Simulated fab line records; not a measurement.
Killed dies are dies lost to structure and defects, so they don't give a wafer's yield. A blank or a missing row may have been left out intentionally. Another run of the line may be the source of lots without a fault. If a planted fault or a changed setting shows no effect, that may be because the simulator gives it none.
Struck lot and sound lot, side by side ; flow sky130 ; 15 out of 708 route steps
Sound: these wafers, L823.2, L823.5, L823.6. Struck: wafers L829.2, L829.3, L829.4. The cause is given at the end.
Per side, at each step with rows, come the tool, then ch with its chambers, and then its first start. Under that, the readings that differ: sound wafers ; struck wafers ; difference of the means ; sigmas: that difference in standard deviations of wafers without a fault.
alike: readings whose means differ by less than 2 such deviations, and words and numbers that are the same on both sides. not compared: withheld readings, readings that some wafer has no value for, bounds like >300 that may hide the same value, and numbers for which the record gives no deviation and whose values overlap.
The two part at a step that has a row with sigmas, a row that says differs or no value, or rows on one side only. When numbers do not overlap yet have no deviation, they are printed without sigmas and do not part them. A reading that every wafer of one side lacks parts them only if that side has two wafers or more.

SKY_VIA3_STRIP_16: strips in O2/N2.
  sound on plasma asher-02 ch 0,1, day 42 13:16; struck on plasma asher-02 ch 0,1, day 44 06:22
  alike: drypump motor current A, n2 flow sccm, o2 flow sccm, oes product au, strip time to endpoint s
  not compared: rf hours counter h
then, 5 steps without rows for these wafers: SKY_VIA3_STRIP_17 (strips in post etch residue remover, time 1200 s); SKY_VIA3_CLEAN_18 (cleans in IPA, time 180 s); SKY_VIA3_CLEAN_19 (cleans in O3/DIW); SKY_VIA3_SPUTTER_20 (material TiN, target thk 20 nm, time 80 s); SKY_VIA3_CVD_21 (deposits W, target thk 390 nm, time 117.31 s).
SKY_VIA3_RS_MEAS_22: uses a four-point probe to measure.
  sound on film metro-04, day 42 14:11; struck on film metro-02, day 44 07:32
  alike: VIA3_W_RS
SKY_VIA3_THK_MEAS_23: measures by xrf.
  sound on film metro-04, day 42 14:18; struck on film metro-02, day 44 07:39
reading;sound;struck;difference;sigmas
VIA3_W_THK (nm);390 390 384;372 375 378;-13;-2
then, 1 step without rows for these wafers: SKY_VIA3_CMP_24 (polishes, stops on SiO2, t overpolish 20 s, target thk 0 nm).
SKY_METAL4_SPUTTER_00: material Ti, target thk 15 nm, time 10 s.
  sound on pvd sputter-04, day 42 14:39; struck on pvd sputter-04, day 44 08:16
  alike: chamber pressure pa, throttle valve pct
SKY_METAL4_SPUTTER_01: material TiN, target thk 20 nm, time 16.7 s.
  sound on pvd sputter-04, day 42 14:40; struck on pvd sputter-04, day 44 08:18
  alike: chamber pressure pa, throttle valve pct
SKY_METAL4_SPUTTER_02: material AlCu, target thk 735 nm, time 39.1 s.
  sound on pvd sputter-04, day 42 14:42; struck on pvd sputter-04, day 44 08:19
  alike: chamber pressure pa, throttle valve pct
SKY_METAL4_SPUTTER_03: material Ti, target thk 5 nm, time 3.3 s.
  sound on pvd sputter-04, day 42 14:44; struck on pvd sputter-04, day 44 08:22
reading;sound;struck;difference;sigmas
chamber pressure pa (Pa);0.4000 0.3994 0.4002;0.4166 0.4180 0.4174;+0.0175;+22
  alike: throttle valve pct
SKY_METAL4_SPUTTER_04: material TiN, target thk 70 nm, time 58.3 s.
  sound on pvd sputter-04, day 42 14:46; struck on pvd sputter-04, day 44 08:23
  alike: chamber pressure pa, throttle valve pct
next, for these wafers, 1 step has no rows: SKY_PAD_OPEN_PROBE_99.

== WHERE THEY PART ==
Earliest at SKY_VIA3_THK_MEAS_23; latest, in this record, at SKY_METAL4_SPUTTER_03. Later steps at which nothing parts them and some readings are alike: SKY_METAL4_SPUTTER_04.

WHY: the cause the simulator had injected
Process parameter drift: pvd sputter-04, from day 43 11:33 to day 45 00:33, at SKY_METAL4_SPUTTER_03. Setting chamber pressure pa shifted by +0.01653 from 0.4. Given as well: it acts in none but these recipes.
